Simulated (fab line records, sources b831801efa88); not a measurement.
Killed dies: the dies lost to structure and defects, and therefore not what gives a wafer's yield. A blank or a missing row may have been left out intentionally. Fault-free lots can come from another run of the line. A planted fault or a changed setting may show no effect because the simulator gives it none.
fab line records	flow sky130
record: lots: 12	wafers: 36	last-day: 50
route steps=708 shown METAL4@635 VIA4@657 METAL5@663 PAD_OPEN@708
lots with no fault: from the same line, run without faults
start-h: hours from the record's opening day to when the first of the lot's shown wafers began	wait-h: hours elapsed since this lot's preceding step	" as in the row above	L1.1+2: one row covering several wafers at once	- no value present, or no start provided	* or withheld: withheld	< > ~ a bound
route shown NAME@n: names a module that has steps shown in the file, with the first one's number in the route	usual: mean and standard deviation over wafers with no fault	same: alike in all rows	chamber/n: place in a boat	sites: readings site by site	_std_site: standard deviation of those values	_edge_site: inner sites' mean taken away from outer sites' mean	radius-mm: for every site, how far away it sits from the centre of the wafer	mask NAME#n: copy n	behind: the most recent tool/chamber to have shaped the wafer	hold: why the lot was held/for how many hours/how that ended	device: transistor that didn't switch, given as n, p or np	end of line: at the end of the route, the tests of the same wafers	a step given without rows: its recipe and nothing more	killed: dies lost to structure and defects at the first sort, not the wafer's yield	map: a wafer's dies, x killed, . not, _ none there
set.NAME: the setting as run; set.NAME@STEP: as run at that earlier step	model.NAME: the simulator's own value behind a step, which no gauge read
a sample of lots followed through the steps of the route, with each step as a table and each wafer as a row
services: the hour from which a tool's chamber was out of use, counted from the record's first day as start-h (under 0 if before that day), plus the number of hours and why
== steps ==
step: SKY_METAL4_STRIP_19
recipe: chemistry: O2/N2	power-w: 1400	pressure-mtorr: 1500	platen-temp-c: withheld	o2-flow-sccm: 3000	n2-flow-sccm: 300	overash-fraction: 0.5
usual: drypump-motor-current-A: 5.9/0.53	o2-flow-sccm: 3001/9.3	oes-product-au: 0.504/0.0055	strip-time-to-endpoint-s: 6.57/0.068
lot.wafer	tool	chamber	start-h	wait-h	drypump-motor-current-A	o2-flow-sccm	oes-product-au	rf-hours-counter-h	strip-time-to-endpoint-s
L439.1	plasma-asher-02	1	982.56	0.3	5.7	3002	0.497	53	6.58
L439.2	"	0	"	"	6.1	3004	0.505	53	6.59
L439.4	"	0	"	"	6.1	3011	0.511	-	6.61
L442.2	plasma-asher-01	0	1008.63	0.1	6.5	3008	0.507	123	6.57
L442.3	"	1	"	"	6.1	3002	0.516	-	6.70
L442.6	"	0	"	"	6.6	3013	0.507	-	6.73
L443.1	plasma-asher-02	0	1021.89	0.1	6.1	3000	0.508	57	6.74
L443.2	"	1	"	"	5.8	3022	0.505	57	6.67
L443.6	"	1	"	"	5.7	2999	0.507	-	6.61
L445.1	plasma-asher-02	1	1033.73	0.1	5.7	3007	0.494	58	6.51
L445.2	"	0	"	"	6.1	3005	0.494	58	6.56
L445.5	"	0	"	"	6.1	3000	0.509	-	6.57
L446.1	plasma-asher-03	0	1037.92	0.1	4.9	2997	0.502	27	6.51
L446.2	"	1	"	"	5.7	2999	0.491	27	6.46
L446.6	"	1	"	"	5.8	2999	0.491	-	6.44
L447.2	plasma-asher-01	1	1042.48	0.1	6.1	3005	0.506	128	6.54
L447.3	"	0	"	"	6.6	3003	0.496	-	6.48
L447.5	"	1	"	"	6.1	3005	0.503	-	6.48
L448.1	plasma-asher-01	1	1047.98	0.1	6.1	2984	0.505	128	6.62
L448.4	"	1	"	"	6.1	2998	0.511	-	6.63
L448.6	"	0	"	"	6.6	3009	0.503	-	6.62
L450.1	plasma-asher-03	0	1060.18	0.1	4.9	2988	0.502	31	6.50
L450.3	"	1	"	"	5.8	2988	0.494	-	6.53
L450.4	"	0	"	"	4.9	2983	0.499	-	6.51
L457.1	plasma-asher-01	1	1103.53	0.1	6.1	2999	0.494	3	6.51
L457.3	"	1	"	"	6.1	3005	0.500	-	6.51
L457.6	"	0	"	"	6.6	2989	0.504	-	6.53
L458.1	plasma-asher-01	1	1105.72	0.1	6.1	2984	0.493	4	6.48
L458.3	"	0	"	"	6.5	3005	0.508	-	6.61
L458.6	"	0	"	"	6.5	3011	0.500	-	6.48
L459.1	plasma-asher-01	1	1113.32	0.1	6.1	3001	0.498	5	6.50
L459.4	"	1	"	"	6.1	3005	0.510	-	6.57
L459.5	"	1	"	"	6.1	3005	0.502	-	6.50
L460.1	plasma-asher-01	0	1121.38	0.1	6.6	3016	0.503	5	6.56
L460.2	"	1	"	"	6.1	2989	0.507	5	6.47
L460.3	"	1	"	"	6.1	2996	0.503	-	6.49
step: SKY_VIA4_CVD_18
recipe: material: W	target-thk-nm: 505	time-s: 152.14	temp-c: 400	pressure-torr: 40
usual: heater-power-w: 832/83
lot.wafer	tool	chamber	start-h	wait-h	heater-power-w
L439.1	cvd-w-02	0	1007.57	0.0	960
L439.2	"	1	"	"	856
L439.4	"	0	"	"	970
L442.2	cvd-w-01	0	1032.90	0.0	789
L442.3	"	0	"	"	798
L442.6	"	0	"	"	794
L443.1	cvd-w-02	1	1045.76	0.0	892
L443.2	"	1	"	"	890
L443.6	"	1	"	"	882
L445.1	cvd-w-02	0	1057.85	0.0	955
L445.2	"	1	"	"	876
L445.5	"	0	"	"	980
L446.1	cvd-w-01	0	1061.44	0.0	814
L446.2	"	1	"	"	742
L446.6	"	1	"	"	735
L447.2	cvd-w-02	1	1066.22	0.0	887
L447.3	"	1	"	"	881
L447.5	"	0	"	"	967
L448.1	cvd-w-01	1	1070.58	0.0	738
L448.4	"	1	"	"	745
L448.6	"	0	"	"	797
L450.1	cvd-w-02	1	1082.96	0.0	879
L450.3	"	0	"	"	955
L450.4	"	1	"	"	888
L457.1	cvd-w-01	0	1125.27	0.0	784
L457.3	"	0	"	"	801
L457.6	"	1	"	"	724
L458.1	cvd-w-02	0	1128.01	0.0	988
L458.3	"	1	"	"	883
L458.6	"	1	"	"	891
L459.1	cvd-w-01	0	1135.11	0.0	795
L459.4	"	1	"	"	752
L459.5	"	0	"	"	794
L460.1	cvd-w-01	1	1141.72	0.0	743
L460.2	"	0	"	"	800
L460.3	"	0	"	"	810
step: SKY_METAL5_SPUTTER_02
recipe: material: AlCu	target-thk-nm: 1150	power-w: 10600	time-s: 61.2	chamber-pressure-pa: 0.4
usual: throttle-valve-pct: 30.3/1.1
lot.wafer	tool	chamber	start-h	wait-h	throttle-valve-pct
L439.1	pvd-sputter-02	-	1008.25	0.0	29.4
L439.2	"	-	"	"	31.0
L439.4	"	-	"	"	29.8
L442.2	pvd-sputter-04	-	1033.58	0.0	32.3
L442.3	"	-	"	"	31.6
L442.6	"	-	"	"	31.4
L443.1	pvd-sputter-02	-	1046.59	0.0	28.9
L443.2	"	-	"	"	30.7
L443.6	"	-	"	"	29.3
L445.1	pvd-sputter-01	-	1058.53	0.0	31.0
L445.2	"	-	"	"	30.6
L445.5	"	-	"	"	31.1
L446.1	pvd-sputter-02	-	1062.12	0.0	31.0
L446.2	"	-	"	"	29.3
L446.6	"	-	"	"	31.1
L447.2	pvd-sputter-01	-	1066.90	0.0	29.7
L447.3	"	-	"	"	30.4
L447.5	"	-	"	"	30.7
L448.1	pvd-sputter-04	-	1071.26	0.0	31.4
L448.4	"	-	"	"	32.0
L448.6	"	-	"	"	29.0
L450.1	pvd-sputter-04	-	1083.64	0.0	32.3
L450.3	"	-	"	"	29.3
L450.4	"	-	"	"	29.2
L457.1	pvd-sputter-02	-	1125.95	0.0	31.1
L457.3	"	-	"	"	29.2
L457.6	"	-	"	"	29.1
L458.1	pvd-sputter-04	-	1128.69	0.0	29.4
L458.3	"	-	"	"	32.6
L458.6	"	-	"	"	31.6
L459.1	pvd-sputter-04	-	1136.02	0.0	28.9
L459.4	"	-	"	"	29.1
L459.5	"	-	"	"	31.8
L460.1	pvd-sputter-02	-	1142.40	0.0	30.1
L460.2	"	-	"	"	29.2
L460.3	"	-	"	"	29.5
step: SKY_METAL5_SPUTTER_03
recipe: material: Ti	target-thk-nm: 5	power-w: 3000	time-s: 3.3	chamber-pressure-pa: 0.4
usual: throttle-valve-pct: 30.3/1.1
lot.wafer	tool	chamber	start-h	wait-h	throttle-valve-pct
L439.1	pvd-sputter-02	-	1008.30	0.0	29.2
L439.2	"	-	"	"	31.0
L439.4	"	-	"	"	29.7
L442.2	pvd-sputter-04	-	1033.63	0.0	32.5
L442.3	"	-	"	"	31.6
L442.6	"	-	"	"	31.4
L443.1	pvd-sputter-02	-	1046.65	0.0	29.1
L443.2	"	-	"	"	31.1
L443.6	"	-	"	"	29.0
L445.1	pvd-sputter-01	-	1058.58	0.0	31.0
L445.2	"	-	"	"	30.3
L445.5	"	-	"	"	30.9
L446.1	pvd-sputter-02	-	1062.17	0.0	30.9
L446.2	"	-	"	"	29.1
L446.6	"	-	"	"	31.1
L447.2	pvd-sputter-01	-	1066.95	0.0	29.4
L447.3	"	-	"	"	30.7
L447.5	"	-	"	"	30.6
L448.1	pvd-sputter-04	-	1071.31	0.0	31.4
L448.4	"	-	"	"	32.1
L448.6	"	-	"	"	29.0
L450.1	pvd-sputter-04	-	1083.69	0.0	32.2
L450.3	"	-	"	"	29.5
L450.4	"	-	"	"	29.1
L457.1	pvd-sputter-02	-	1126.00	0.0	30.8
L457.3	"	-	"	"	29.2
L457.6	"	-	"	"	29.2
L458.1	pvd-sputter-04	-	1128.75	0.0	29.2
L458.3	"	-	"	"	32.5
L458.6	"	-	"	"	31.4
L459.1	pvd-sputter-04	-	1136.07	0.0	28.9
L459.4	"	-	"	"	29.4
L459.5	"	-	"	"	31.4
L460.1	pvd-sputter-02	-	1142.45	0.0	29.9
L460.2	"	-	"	"	28.9
L460.3	"	-	"	"	29.4
step: SKY_PAD_OPEN_PROBE_99
usual: defect-limited-yield: 82.4/1.8	killed_at_M0_to_M3: 43/6.5	killed_at_M4_up: 3.2/1.8	killed-at-contacts: 24/5.2	killed-at-front-end: 15/4	killed-at-other: 0.4/0.69	killed-dies: 86/8.7	killed-open: 47/7	killed-short: 39/5.7	sort_bin_3_pad_short: 0.9/0.43	sort_bin_5_function: 10.5/1.4	sort_bin_6_memory: 6.2/1.2	sort-n-pass: 406/8.7	sort-yield-pct: 82.4/1.8
same: gross-dies: 492	killed-at-back-side: 0	sort_bin_4_leakage[%]: 0	sort_bin_8_speed[%]: 0
lot.wafer	tool	chamber	start-h	wait-h	defect-limited-yield[%]	killed_at_M0_to_M3	killed_at_M4_up	killed-at-contacts	killed-at-front-end	killed-at-other	killed-dies	killed-open	killed-short	sort_bin_3_pad_short[%]	sort_bin_5_function[%]	sort_bin_6_memory[%]	sort-n-pass	sort-yield-pct[%]
L458.1	prober-02	-	1184.51	0.1	71.5	42	54	22	21	1	140	47	43	3.0	19.7	5.7	352	71.5
L458.3	prober-02	-	1184.61	0.2	79.5	53	5	24	19	0	101	59	42	1.2	12.8	6.5	391	79.5
L458.6	prober-02	-	1184.76	0.2	84.1	41	2	23	12	0	78	42	36	0.6	10.2	5.1	414	84.1
L459.1	prober-01	-	1191.71	0.1	76.4	29	56	18	13	0	116	35	29	3.0	14.2	6.3	376	76.4
L459.4	prober-01	-	1191.86	0.2	72.6	41	46	29	19	0	135	51	42	3.5	17.5	6.5	357	72.6
L459.5	prober-01	-	1191.91	0.2	73.4	35	54	21	21	0	131	42	38	2.8	18.3	5.5	361	73.4
L460.1	prober-02	-	1196.57	0.1	78.0	57	6	29	15	1	108	61	43	0.6	14.2	7.1	384	78.0
L460.2	prober-02	-	1196.62	0.1	71.1	42	59	29	12	0	142	54	34	2.8	17.3	8.7	350	71.1
L460.3	prober-02	-	1196.67	0.2	72.0	46	54	29	9	0	138	49	37	2.8	17.9	7.3	354	72.0
killed by level:class
L458.1 METAL4:unspecified=50 VIA1:geometric-particle:open=12 CONTACT:geometric-particle:open=7 METAL2:geometric-particle:short=7 LI_CONTACT:geometric-particle:open=6 VIA3:geometric-particle:open=6 LOCAL_INTERCONNECT:geometric-particle:short=5 FIELD_ISO:geometric-particle:open=4
L458.3 VIA3:geometric-particle:open=12 METAL2:geometric-particle:short=10 VIA1:geometric-particle:open=9 FIELD_ISO:geometric-particle:short=8 CONTACT:geometric-particle:open=8 LI_CONTACT:geometric-particle:open=6 VIA2:geometric-particle:open=6 POLY_GATE:geometric-particle:open=5
L458.6 VIA1:geometric-particle:open=12 CONTACT:geometric-particle:open=7 LOCAL_INTERCONNECT:geometric-particle:short=7 LI_CONTACT:geometric-particle:open=6 VIA3:geometric-particle:open=6 METAL1:geometric-particle:short=5 POLY_GATE:geometric-particle:short=4 METAL2:geometric-particle:short=4
L459.1 METAL4:unspecified=52 VIA1:geometric-particle:open=9 SPACER:geometric-particle:short=6 LI_CONTACT:geometric-particle:open=6 CONTACT:geometric-particle:open=6 VIA2:geometric-particle:open=5 VIA1:geometric-particle:short=4 METAL2:geometric-particle:short=4
L459.4 METAL4:unspecified=42 CONTACT:geometric-particle:open=14 VIA2:geometric-particle:open=7 VIA1:geometric-particle:open=6 VIA3:geometric-particle:open=6 FIELD_ISO:geometric-particle:open=5 POLY_GATE:geometric-particle:short=5 METAL2:geometric-particle:short=5
L459.5 METAL4:unspecified=51 LI_CONTACT:geometric-particle:open=7 VIA2:geometric-particle:open=7 FIELD_ISO:geometric-particle:open=5 FIELD_ISO:geometric-particle:short=5 VIA1:geometric-particle:short=5 METAL2:geometric-particle:short=5 VIA3:geometric-particle:open=4
L460.1 CONTACT:geometric-particle:open=15 VIA3:geometric-particle:open=12 VIA1:geometric-particle:open=10 VIA2:geometric-particle:open=9 METAL1:geometric-particle:short=7 VIA3:geometric-particle:short=6 LI_CONTACT:geometric-particle:open=5 VIA1:geometric-particle:short=5
L460.2 METAL4:unspecified=53 VIA3:geometric-particle:open=12 VIA1:geometric-particle:open=12 LI_CONTACT:geometric-particle:open=8 CONTACT:geometric-particle:open=8 LOCAL_INTERCONNECT:geometric-particle:short=5 LI_CONTACT:geometric-particle:short=4 CONTACT:geometric-particle:short=4
L460.3 METAL4:unspecified=48 CONTACT:geometric-particle:open=10 VIA3:geometric-particle:open=10 LI_CONTACT:geometric-particle:open=8 VIA1:geometric-particle:open=8 VIA2:geometric-particle:open=8 LOCAL_INTERCONNECT:geometric-particle:short=6 METAL1:geometric-particle:short=6
== services ==
tool	chamber	start-h	hours	kind
pvd-sputter-02	3	966.68	-	consumable-replace:kit
pvd-sputter-02	3	966.68	18.0	scheduled-down
pvd-sputter-02	3	966.68	18.0	vent-cycle
pvd-sputter-01	-	975.62	1.3	repair
plasma-asher-03	-	985.45	2.0	repair
plasma-asher-03	-	1015.32	1.2	repair
plasma-asher-03	-	1022.37	0.9	repair
plasma-asher-02	-	1037.32	2.9	repair
cvd-w-01	0	1039.70	10.2	repair
cvd-w-02	0	1045.64	3.0	repair
plasma-asher-01	-	1051.87	19.1	repair
plasma-asher-01	-	1070.98	9.0	pm
plasma-asher-02	-	1081.84	28.1	pm
pvd-sputter-02	-	1083.33	6.2	repair
cvd-w-01	1	1087.85	2.7	repair
plasma-asher-01	-	1092.00	2.8	pm
pvd-sputter-02	2	1095.17	-	consumable-replace:kit
pvd-sputter-02	2	1095.17	18.0	scheduled-down
pvd-sputter-02	2	1095.17	18.0	vent-cycle
pvd-sputter-01	-	1101.55	2.7	repair
pvd-sputter-04	3	1105.75	-	consumable-replace:kit
pvd-sputter-04	3	1105.75	18.0	scheduled-down
pvd-sputter-04	3	1105.75	18.0	vent-cycle
plasma-asher-02	-	1135.33	5.1	repair
== key ==
first-sign: step: SKY_PAD_OPEN_PROBE_99	reading: killed_at_M4_up	direction: up	sigmas: 28	usual: 3.2	struck: 53.8
effect: step: SKY_PAD_OPEN_PROBE_99	reading: defect-limited-yield	direction: down	sigmas: 5.4	usual: 82.4	struck: 72.8
met-at SKY_METAL4_STRIP_19
struck-lots L458,L459,L460
struck-wafers L458.1,L459.1,L459.4,L459.5,L460.2,L460.3
not-acting-at SKY_VIA4_CVD_18,SKY_METAL5_SPUTTER_02,SKY_METAL5_SPUTTER_03
onset-between 1103.53 1105.72
fault: kind: chamber-particle-source	tool: plasma-asher-01	chamber: 1	onset-h: 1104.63	steps: SKY_METAL4_STRIP_19	rate-per-visit-cm2: 0.72144	end-h: 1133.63
